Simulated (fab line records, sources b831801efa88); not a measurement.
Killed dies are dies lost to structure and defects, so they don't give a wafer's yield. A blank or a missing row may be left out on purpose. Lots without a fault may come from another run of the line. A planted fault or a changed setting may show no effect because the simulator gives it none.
Which tool did it? | flow gf180mcu | 6 lots, 18 wafers sampled, at 2 steps of a route of 602

WHAT THE GAUGES READ, wafer by wafer
GF_VT_IMPLANT_RS_MEAS_49: measures by four-point-probe.
lot  | measured     | on            | MVPSD_RS (ohm/sq)
L441 | day 8 09:42  | film_metro-01 | 1165.6 1166.6 1167.5
L444 | day 9 03:22  | film_metro-01 | 1167.0 1167.2 1166.7
L446 | day 9 20:18  | film_metro-04 | 1168.0 1165.0 1168.8
L448 | day 10 12:25 | film_metro-01 | 1175.2 1174.3 1172.8
L451 | day 11 03:42 | film_metro-01 | 1166.4 1165.3 1166.9
L460 | day 13 17:20 | film_metro-04 | 1250.6 1250.2 1251.9

WHICH TOOL RAN EACH LOT (tool, then ch and the chambers of the sampled wafers, then the start)
lot  | GF_MVPSD_IMPLANT_09
L441 | implanter-03 ch 0, day 5 17:58
L444 | implanter-02 ch 0, day 6 10:11
L446 | implanter-04 ch 0, day 7 00:14
L448 | implanter-03 ch 0, day 7 15:15
L451 | implanter-03 ch 0, day 8 06:25
L460 | implanter-02 ch 0, day 10 12:49
- GF_MVPSD_IMPLANT_09

THE ANSWER, worked out from the rows above alone
Rule: what is usual is taken from the lots themselves. Put in order of their means at a reading, lots are off if they are a third of the lots or fewer, leave a main group of 4 or more, and stand apart from it by a gap of 3 or more times the standard deviation of the main group's means; of several such gaps the widest counts. A main group whose means are all the same, to the digits that the tables above print for the reading, isn't used. A lot without any number at a reading at which 4 lots or more have one is off too. The other lots that the step has rows for count as sound.
Off: L460, at GF_VT_IMPLANT_RS_MEAS_49 (MVPSD_RS). The main group: mean 1168.2 ohm/sq, standard deviation 3.
A tool fits if, at a process step before that reading, it ran every lot that is off, and no sound lot after the first of them. The gauges at GF_VT_IMPLANT_RS_MEAS_49 are tried like those tools. Can't be told from this: 2 tools fit, implanter-02 at GF_MVPSD_IMPLANT_09, film_metro-04 at GF_VT_IMPLANT_RS_MEAS_49.

WHAT THE SIMULATOR HAD PUT IN
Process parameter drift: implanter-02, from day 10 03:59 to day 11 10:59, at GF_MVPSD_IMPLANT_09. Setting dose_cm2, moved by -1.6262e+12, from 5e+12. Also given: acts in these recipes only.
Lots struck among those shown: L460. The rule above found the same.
